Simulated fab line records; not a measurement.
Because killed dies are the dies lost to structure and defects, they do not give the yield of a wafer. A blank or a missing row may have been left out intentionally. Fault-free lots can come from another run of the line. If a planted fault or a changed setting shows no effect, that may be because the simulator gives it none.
Which tool did it?    flow gf180mcu    36 wafers from 12 lots sampled at 6 of the route's 602 steps

## WHAT EACH GAUGE READ, for each wafer
GF_M1_RS_MEAS_05: uses a four-point probe to measure.
lot   measured      on             M1_ALCU_RS (ohm/sq)
L468  day 16 14:54  film-metro-01  0.0706 0.0691 0.0703
L469  day 17 01:10  film-metro-01  0.0702 0.0700 0.0709
L470  day 17 06:16  film-metro-01  0.0693 0.0704 0.0712
L473  day 18 11:35  film-metro-02  0.0689 0.0698 0.0694
L475  day 19 03:45  film-metro-01  0.0699 0.0697 0.0704
L476  day 19 15:34  film-metro-01  0.0702 0.0704 0.0709
L477  day 20 00:04  film-metro-01  0.0701 0.0697 0.0708
L478  day 20 14:24  film-metro-02  0.0689 0.0692 0.0689
L479  day 20 16:28  film-metro-04  0.0696 0.0692 0.0690
L486  day 23 00:18  film-metro-02  0.0638 0.0638 0.0638
L487  day 23 11:00  film-metro-02  0.0642 0.0638 0.0641
L490  day 24 07:44  film-metro-02  0.0692 0.0705 0.0698

GF_M1_THK_MEAS_06: measures by xrf.
lot   measured      on             M1_ALCU_THK (nm)
L468  day 16 15:00  film-metro-01  443 452 445
L469  day 17 01:17  film-metro-01  448 448 442
L470  day 17 06:23  film-metro-01  453 444 441
L473  day 18 11:41  film-metro-02  454 448 450
L475  day 19 03:52  film-metro-01  448 451 444
L476  day 19 15:40  film-metro-01  448 442 441
L477  day 20 00:10  film-metro-01  449 452 445
L478  day 20 14:31  film-metro-02  454 454 453
L479  day 20 16:35  film-metro-04  449 449 451
L486  day 23 00:25  film-metro-02  487 488 489
L487  day 23 11:07  film-metro-02  484 492 488
L490  day 24 07:52  film-metro-02  453 444 449

GF_V1_THK_MEAS_03.
lot   measured      on             V1_CVD_02_THK (nm)
L468  day 17 14:57  film-metro-02  842 871 859
L469  day 18 00:56  film-metro-03  842 855 867
L470  day 18 06:57  film-metro-02  832 838 861
L473  day 19 13:05  film-metro-01  844 870 850
L475  day 20 05:04  film-metro-01  834 842 850
L476  day 20 16:26  film-metro-02  844 855 847
L477  day 21 01:16  film-metro-03  832 850 835
L478  day 21 15:33  film-metro-01  849 854 860
L479  day 21 17:32  film-metro-02  838 855 868
L486  day 24 00:29  film-metro-02  843 844 850
L487  day 24 10:41  film-metro-03  849 846 858
L490  day 25 07:08  film-metro-03  832 844 855

## TOOL THAT RAN EACH LOT (tool first, then ch and the chambers of the sampled wafers, then the start)
lot   GF_SALICIDE_RTA_08                GF_M1_SPUTTER_02              GF_M1_SPUTTER_03
L468  rtp-anneal-01 ch 0, day 15 13:35  pvd-sputter-02, day 16 14:46  pvd-sputter-02, day 16 14:48
L469  rtp-anneal-01 ch 0, day 16 00:30  pvd-sputter-02, day 17 01:04  pvd-sputter-02, day 17 01:05
L470  rtp-anneal-02 ch 0, day 16 05:29  pvd-sputter-02, day 17 06:10  pvd-sputter-02, day 17 06:11
L473  rtp-anneal-01 ch 0, day 17 09:25  pvd-sputter-04, day 18 11:27  pvd-sputter-04, day 18 11:29
L475  rtp-anneal-01 ch 0, day 18 01:46  pvd-sputter-01, day 19 03:40  pvd-sputter-01, day 19 03:41
L476  rtp-anneal-01 ch 0, day 18 12:56  pvd-sputter-02, day 19 15:27  pvd-sputter-02, day 19 15:29
L477  rtp-anneal-01 ch 0, day 18 21:04  pvd-sputter-01, day 19 23:57  pvd-sputter-01, day 19 23:59
L478  rtp-anneal-01 ch 0, day 19 11:31  pvd-sputter-02, day 20 14:19  pvd-sputter-02, day 20 14:20
L479  rtp-anneal-01 ch 0, day 19 14:20  pvd-sputter-04, day 20 16:23  pvd-sputter-04, day 20 16:25
L486  rtp-anneal-01 ch 0, day 21 22:58  pvd-sputter-02, day 23 00:13  pvd-sputter-02, day 23 00:14
L487  rtp-anneal-01 ch 0, day 22 09:24  pvd-sputter-02, day 23 10:55  pvd-sputter-02, day 23 10:56
L490  rtp-anneal-02 ch 0, day 23 07:11  pvd-sputter-01, day 24 07:39  pvd-sputter-01, day 24 07:41
- GF_SALICIDE_RTA_08: time 30 s.
- GF_M1_SPUTTER_02: material AlCu, target thk 450 nm, time 23.9 s.
- GF_M1_SPUTTER_03: material Ti, target thk 10 nm, time 6.7 s.

## WHAT THE TOOLS THEMSELVES READ (means of the sampled wafers that have a number; where no wafer has one, the mark that the record gives instead)
GF_SALICIDE_RTA_08.
lot   tool           lamp-power-pct (%)  wafer_temp_C_max
L468  rtp-anneal-01  21.2                802.9
L469  rtp-anneal-01  21.1                802.7
L470  rtp-anneal-02  16.3                802.5
L473  rtp-anneal-01  21.1                803.3
L475  rtp-anneal-01  21.1                803.1
L476  rtp-anneal-01  21.1                803.3
L477  rtp-anneal-01  21.1                803.3
L478  rtp-anneal-01  21.2                802.5
L479  rtp-anneal-01  21.2                802.9
L486  rtp-anneal-01  21.1                803.1
L487  rtp-anneal-01  21.1                802.3
L490  rtp-anneal-02  16.3                802.8

GF_M1_SPUTTER_02.
lot   tool            throttle-valve-pct (%)
L468  pvd-sputter-02  31.5
L469  pvd-sputter-02  31.0
L470  pvd-sputter-02  31.4
L473  pvd-sputter-04  29.7
L475  pvd-sputter-01  30.8
L476  pvd-sputter-02  31.9
L477  pvd-sputter-01  30.2
L478  pvd-sputter-02  31.4
L479  pvd-sputter-04  31.1
L486  pvd-sputter-02  30.6
L487  pvd-sputter-02  30.8
L490  pvd-sputter-01  30.7

GF_M1_SPUTTER_03.
lot   tool            throttle-valve-pct (%)
L468  pvd-sputter-02  31.5
L469  pvd-sputter-02  31.0
L470  pvd-sputter-02  31.3
L473  pvd-sputter-04  29.6
L475  pvd-sputter-01  30.8
L476  pvd-sputter-02  32.0
L477  pvd-sputter-01  30.3
L478  pvd-sputter-02  31.2
L479  pvd-sputter-04  31.2
L486  pvd-sputter-02  30.7
L487  pvd-sputter-02  30.8
L490  pvd-sputter-01  31.0

## THE ANSWER, worked out from the rows above alone
Rule: usual is defined by the lots themselves. Put in order of their means at a reading, lots are off if they are a third of the lots or fewer, leave a main group of 4 or more, and stand apart from it by a gap of 3 or more times the standard deviation of the main group's means; of several such gaps the widest counts. Not used: any main group whose means are identical at the precision the tables above print for the reading. Also off: a lot with no number at a reading for which 4 or more lots have one. The other lots that the step has rows for count as sound. Order of review: gauges by route order, followed by the tools' own readings, for which a lot's mean as printed above is used. At the first step where some lot is off, the reading lying furthest off is the one used; lots without a number count as furthest.
Off: at GF_M1_RS_MEAS_05 (M1_ALCU_RS), L486, L487. Main group: mean 0.0699 ohm/sq, sd 0.00048.
A tool fits if, at a process step before that reading, it ran every lot that is off, and no sound lot after the first of them. The gauges at GF_M1_RS_MEAS_05 are tried like those tools. Undecided on this evidence; 2 tools fit (rtp-anneal-01 at GF_SALICIDE_RTA_08, pvd-sputter-02 at GF_M1_SPUTTER_02 and GF_M1_SPUTTER_03).

## WHAT WAS PUT IN BY THE SIMULATOR
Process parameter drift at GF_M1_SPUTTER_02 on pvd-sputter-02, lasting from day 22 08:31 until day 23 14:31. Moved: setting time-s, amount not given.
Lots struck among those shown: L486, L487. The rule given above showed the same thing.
